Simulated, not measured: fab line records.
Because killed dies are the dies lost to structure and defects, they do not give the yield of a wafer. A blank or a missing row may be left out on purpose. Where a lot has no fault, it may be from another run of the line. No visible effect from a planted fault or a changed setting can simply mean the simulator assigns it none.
Which tool is to blame? :: flow gf180mcu :: Sampling: 12 lots, 36 wafers, 5 of 602 route steps

WHAT THE GAUGES SHOWED, per wafer
GF_HV_LDD_TW_MEAS_23. Usual: for HV_LDD_2_TW the level is 1057 and the standard deviation is 5.7.
lot: L283
measured: day 12 07:43
on: film metro-01
HV_LDD_2_TW: 1052 1050 1056
flag: 

lot: L285
measured: day 13 01:49
on: film metro-03
HV_LDD_2_TW: 1058 1057 1051
flag: 

lot: L287
measured: day 13 17:31
on: film metro-01
HV_LDD_2_TW: 1065 1066 1066
flag: 

lot: L288
measured: day 13 22:46
on: film metro-02
HV_LDD_2_TW: 1065 1066 1063
flag: 

lot: L289
measured: day 14 01:37
on: film metro-03
HV_LDD_2_TW: 1058 1050 1052
flag: 

lot: L290
measured: day 14 11:52
on: film metro-03
HV_LDD_2_TW: 1048 1054 1052
flag: 

lot: L291
measured: day 14 17:44
on: film metro-01
HV_LDD_2_TW: 1059 1065 1061
flag: 

lot: L292
measured: day 15 16:02
on: film metro-01
HV_LDD_2_TW: 870 871 873
flag: OFF

lot: L293
measured: day 15 20:17
on: film metro-03
HV_LDD_2_TW: 873 872 871
flag: OFF

lot: L294
measured: day 15 23:16
on: film metro-01
HV_LDD_2_TW: 1057 1055 1059
flag: 

lot: L295
measured: day 16 03:41
on: film metro-03
HV_LDD_2_TW: 1055 1057 1061
flag: 

lot: L299
measured: day 17 17:01
on: film metro-01
HV_LDD_2_TW: 1057 1051 1057
flag: 

GF_HV_LDD_CD_MEAS_46 targets a cd of 400 nm. Usual: cd nm 400.5 nm, standard deviation 1.8.
lot: L283
measured: day 14 01:05
on: cd sem-02
cd nm (nm): 396.6 397.7 399.9
flag: 

lot: L285
measured: day 14 19:20
on: cd sem-01
cd nm (nm): 400.2 398.6 401.2
flag: 

lot: L287
measured: day 15 11:10
on: cd sem-02
cd nm (nm): 401.6 403.6 402.5
flag: 

lot: L288
measured: day 15 17:40
on: cd sem-01
cd nm (nm): 401.8 400.9 399.9
flag: 

lot: L289
measured: day 15 20:02
on: cd sem-01
cd nm (nm): 401.8 400.5 400.6
flag: 

lot: L290
measured: day 16 07:22
on: cd sem-01
cd nm (nm): 400.8 400.0 400.3
flag: 

lot: L291
measured: day 16 14:26
on: cd sem-02
cd nm (nm): 399.3 400.6 399.0
flag: 

lot: L292
measured: day 17 13:52
on: cd sem-02
cd nm (nm): 400.1 402.8 402.3
flag: 

lot: L293
measured: day 17 17:32
on: cd sem-02
cd nm (nm): 398.9 399.9 397.9
flag: 

lot: L294
measured: day 17 20:22
on: cd sem-01
cd nm (nm): 401.9 403.9 403.4
flag: 

lot: L295
measured: day 18 02:14
on: cd sem-02
cd nm (nm): 399.8 401.4 399.3
flag: 

lot: L299
measured: day 19 17:52
on: cd sem-02
cd nm (nm): 402.0 400.7 402.8
flag: 

TOOL THAT RAN EACH LOT (tool first, then ch and the chambers of the sampled wafers, then the start)
lot: L283
GF_DUAL_GATE_STRIP_13: plasma asher-03 ch 0,1, day 9 18:02
GF_POLY_GATE_ETCH_12: rie diel-02 ch 2,3, day 10 15:23
GF_HV_LDD_IMPLANT_21: implanter-04 ch 0, day 12 07:29

lot: L285
GF_DUAL_GATE_STRIP_13: plasma asher-02 ch 0,1, day 10 10:31
GF_POLY_GATE_ETCH_12: rie diel-02 ch 1,2, day 11 08:29
GF_HV_LDD_IMPLANT_21: implanter-04 ch 0, day 13 01:35

lot: L287
GF_DUAL_GATE_STRIP_13: plasma asher-01 ch 0, day 11 01:03
GF_POLY_GATE_ETCH_12: rie diel-03 ch 0,1,2, day 11 23:50
GF_HV_LDD_IMPLANT_21: implanter-04 ch 0, day 13 17:16

lot: L288
GF_DUAL_GATE_STRIP_13: plasma asher-01 ch 0,1, day 11 06:02
GF_POLY_GATE_ETCH_12: rie diel-02 ch 0,1, day 12 03:41
GF_HV_LDD_IMPLANT_21: implanter-04 ch 0, day 13 22:31

lot: L289
GF_DUAL_GATE_STRIP_13: plasma asher-03 ch 0,1, day 11 09:10
GF_POLY_GATE_ETCH_12: rie diel-02 ch 0,2,3, day 12 07:44
GF_HV_LDD_IMPLANT_21: implanter-01 ch 0, day 14 01:24

lot: L290
GF_DUAL_GATE_STRIP_13: plasma asher-01 ch 0,1, day 11 16:26
GF_POLY_GATE_ETCH_12: rie diel-02 ch 1,2,3, day 12 16:02
GF_HV_LDD_IMPLANT_21: implanter-04 ch 0, day 14 11:37

lot: L291
GF_DUAL_GATE_STRIP_13: plasma asher-02 ch 0,1, day 12 00:04
GF_POLY_GATE_ETCH_12: rie diel-03 ch 1,2, day 12 22:47
GF_HV_LDD_IMPLANT_21: implanter-04 ch 0, day 14 17:31

lot: L292
GF_DUAL_GATE_STRIP_13: plasma asher-03 ch 0,1, day 12 16:28
GF_POLY_GATE_ETCH_12: rie diel-01 ch 2,3, day 13 18:43
GF_HV_LDD_IMPLANT_21: implanter-04 ch 0, day 15 15:49

lot: L293
GF_DUAL_GATE_STRIP_13: plasma asher-01 ch 0,1, day 12 23:23
GF_POLY_GATE_ETCH_12: rie diel-03 ch 0,3, day 13 23:20
GF_HV_LDD_IMPLANT_21: implanter-04 ch 0, day 15 20:03

lot: L294
GF_DUAL_GATE_STRIP_13: plasma asher-02 ch 0,1, day 13 02:29
GF_POLY_GATE_ETCH_12: rie diel-02 ch 0,2,3, day 14 02:08
GF_HV_LDD_IMPLANT_21: implanter-01 ch 0, day 15 23:01

lot: L295
GF_DUAL_GATE_STRIP_13: plasma asher-03 ch 0,1, day 13 06:26
GF_POLY_GATE_ETCH_12: rie diel-02 ch 0,2, day 14 05:38
GF_HV_LDD_IMPLANT_21: implanter-01 ch 0, day 16 03:27

lot: L299
GF_DUAL_GATE_STRIP_13: plasma asher-03 ch 0,1, day 14 17:08
GF_POLY_GATE_ETCH_12: rie diel-03 ch 0,1,2, day 15 17:40
GF_HV_LDD_IMPLANT_21: implanter-01 ch 0, day 17 16:46
- GF_DUAL_GATE_STRIP_13: strips in O2/N2.
- GF_POLY_GATE_ETCH_12: etches BARC in N2/H2.
- GF_HV_LDD_IMPLANT_21

WHAT THE TOOLS THEMSELVES READ (means of the sampled wafers that have a number; where no wafer has one, the mark that the record gives instead)
GF_DUAL_GATE_STRIP_13. Usual: drypump motor current A 5.4 A, standard deviation 0.38; heater power w 327 W, standard deviation 23; oes product au 0.716 a.u., standard deviation 0.0047; platen temp c 250.01 C, standard deviation 0.17; strip time to endpoint s 12.62 s, standard deviation 0.038.
lot: L283
tool: plasma asher-03
drypump motor current A (A): 5.3
heater power w (W): 340
oes product au (a.u.): 0.714
platen temp c (C): 250.08
strip time to endpoint s (s): 12.61
flag: 

lot: L285
tool: plasma asher-02
drypump motor current A (A): 5.3
heater power w (W): 307
oes product au (a.u.): 0.717
platen temp c (C): 249.98
strip time to endpoint s (s): 12.65
flag: 

lot: L287
tool: plasma asher-01
drypump motor current A (A): 5.2
heater power w (W): 316
oes product au (a.u.): 0.712
platen temp c (C): 249.83
strip time to endpoint s (s): 12.63
flag: 

lot: L288
tool: plasma asher-01
drypump motor current A (A): 5.5
heater power w (W): 319
oes product au (a.u.): 0.719
platen temp c (C): 250.03
strip time to endpoint s (s): 12.65
flag: 

lot: L289
tool: plasma asher-03
drypump motor current A (A): 5.3
heater power w (W): 344
oes product au (a.u.): 0.720
platen temp c (C): 249.88
strip time to endpoint s (s): 12.64
flag: 

lot: L290
tool: plasma asher-01
drypump motor current A (A): 5.5
heater power w (W): 319
oes product au (a.u.): 0.716
platen temp c (C): 249.90
strip time to endpoint s (s): 12.67
flag: 

lot: L291
tool: plasma asher-02
drypump motor current A (A): 5.3
heater power w (W): 309
oes product au (a.u.): 0.714
platen temp c (C): 250.02
strip time to endpoint s (s): 12.61
flag: 

lot: L292
tool: plasma asher-03
drypump motor current A (A): 5.5
heater power w (W): 341
oes product au (a.u.): 0.716
platen temp c (C): 250.14
strip time to endpoint s (s): 12.61
flag: 

lot: L293
tool: plasma asher-01
drypump motor current A (A): 5.5
heater power w (W): 319
oes product au (a.u.): 0.720
platen temp c (C): 249.93
strip time to endpoint s (s): 12.64
flag: 

lot: L294
tool: plasma asher-02
drypump motor current A (A): 5.3
heater power w (W): 310
oes product au (a.u.): 0.714
platen temp c (C): 250.10
strip time to endpoint s (s): 12.63
flag: 

lot: L295
tool: plasma asher-03
drypump motor current A (A): 5.3
heater power w (W): 342
oes product au (a.u.): 0.714
platen temp c (C): 249.94
strip time to endpoint s (s): 12.62
flag: 

lot: L299
tool: plasma asher-03
drypump motor current A (A): 5.3
heater power w (W): 343
oes product au (a.u.): 0.716
platen temp c (C): 250.14
strip time to endpoint s (s): 12.58
flag: 

GF_POLY_GATE_ETCH_12. Usual: drypump motor current A 5.7 A, standard deviation 0.56; oes product au 0.735 a.u., standard deviation 0.0044; throttle valve pct 13.214 %, standard deviation 0.0095.
lot: L283
tool: rie diel-02
drypump motor current A (A): 5.7
oes product au (a.u.): 0.731
throttle valve pct (%): 13.214
flag: 

lot: L285
tool: rie diel-02
drypump motor current A (A): 5.2
oes product au (a.u.): 0.738
throttle valve pct (%): 13.216
flag: 

lot: L287
tool: rie diel-03
drypump motor current A (A): 5.9
oes product au (a.u.): 0.733
throttle valve pct (%): 13.206
flag: 

lot: L288
tool: rie diel-02
drypump motor current A (A): 5.7
oes product au (a.u.): 0.731
throttle valve pct (%): 13.211
flag: 

lot: L289
tool: rie diel-02
drypump motor current A (A): 5.6
oes product au (a.u.): 0.733
throttle valve pct (%): 13.205
flag: 

lot: L290
tool: rie diel-02
drypump motor current A (A): 5.6
oes product au (a.u.): 0.737
throttle valve pct (%): 13.217
flag: 

lot: L291
tool: rie diel-03
drypump motor current A (A): 5.6
oes product au (a.u.): 0.734
throttle valve pct (%): 13.210
flag: 

lot: L292
tool: rie diel-01
drypump motor current A (A): 6.5
oes product au (a.u.): 0.737
throttle valve pct (%): 13.209
flag: 

lot: L293
tool: rie diel-03
drypump motor current A (A): 5.8
oes product au (a.u.): 0.735
throttle valve pct (%): 13.205
flag: 

lot: L294
tool: rie diel-02
drypump motor current A (A): 5.6
oes product au (a.u.): 0.736
throttle valve pct (%): 13.212
flag: 

lot: L295
tool: rie diel-02
drypump motor current A (A): 5.5
oes product au (a.u.): 0.737
throttle valve pct (%): 13.210
flag: 

lot: L299
tool: rie diel-03
drypump motor current A (A): 5.9
oes product au (a.u.): 0.736
throttle valve pct (%): 13.216
flag: 

GF_HV_LDD_IMPLANT_21. Usual: dose ions cm2 5e+13, standard deviation 5.4e+10; faraday current uA 283, standard deviation 5.5.
lot: L283
tool: implanter-04
dose ions cm2: 5e+13
faraday current uA: 282
flag: 

lot: L285
tool: implanter-04
dose ions cm2: 5e+13
faraday current uA: 275
flag: 

lot: L287
tool: implanter-04
dose ions cm2: 5e+13
faraday current uA: 277
flag: 

lot: L288
tool: implanter-04
dose ions cm2: 5e+13
faraday current uA: 276
flag: 

lot: L289
tool: implanter-01
dose ions cm2: 5e+13
faraday current uA: 282
flag: 

lot: L290
tool: implanter-04
dose ions cm2: 5e+13
faraday current uA: 282
flag: 

lot: L291
tool: implanter-04
dose ions cm2: 5e+13
faraday current uA: 277
flag: 

lot: L292
tool: implanter-04
dose ions cm2: 3e+13
faraday current uA: 154
flag: OFF

lot: L293
tool: implanter-04
dose ions cm2: 3e+13
faraday current uA: 151
flag: OFF

lot: L294
tool: implanter-01
dose ions cm2: 5e+13
faraday current uA: 287
flag: 

lot: L295
tool: implanter-01
dose ions cm2: 5e+13
faraday current uA: 283
flag: 

lot: L299
tool: implanter-01
dose ions cm2: 5e+13
faraday current uA: 283
flag: 

THE ANSWER, worked out from the rows above alone
Rule: a lot counts as off when the mean over its wafers that have a number is more than 3 standard deviations away from the usual mean. Also off: a lot with no number at a reading for which 4 or more lots have one. Where the step has rows for the other lots, those lots are counted as sound. First the gauges in route order, then the tools' own readings, where a lot's mean is used as printed above. The first step at which some lot is off is used, and at that step the reading that is off furthest; a lot without a number counts as furthest.
Off: at GF_HV_LDD_TW_MEAS_23 (HV_LDD_2_TW), L292, L293.
If a tool, at a process step before that reading, ran all the lots that are off and no sound lot after the first of them, it fits. Not tried: the gauges at GF_HV_LDD_TW_MEAS_23; whatever is off there is also off at GF_HV_LDD_IMPLANT_21, on other tools, and gauge error can't account for it. One fits: implanter-04 at GF_HV_LDD_IMPLANT_21. A fault onset in the window from L291 (day 14 17:31, its last sound lot) to L292 (day 15 15:49, its first lot off) fits.
The tool's own readings at GF_HV_LDD_IMPLANT_21 bear it out: on the lots that are off they differ by more than 5 times the standard deviation of the sound lots' means. dose ions cm2 reads 3e+13 there against 5e+13 on the sound lots; faraday current uA reads 152 there against 280 on the sound lots.

WHAT THE SIMULATOR PUT IN
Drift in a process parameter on implanter-04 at GF_HV_LDD_IMPLANT_21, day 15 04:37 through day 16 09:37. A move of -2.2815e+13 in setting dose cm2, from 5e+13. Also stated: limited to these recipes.
Struck lots among those shown: L292, L293. The rule above found the same.
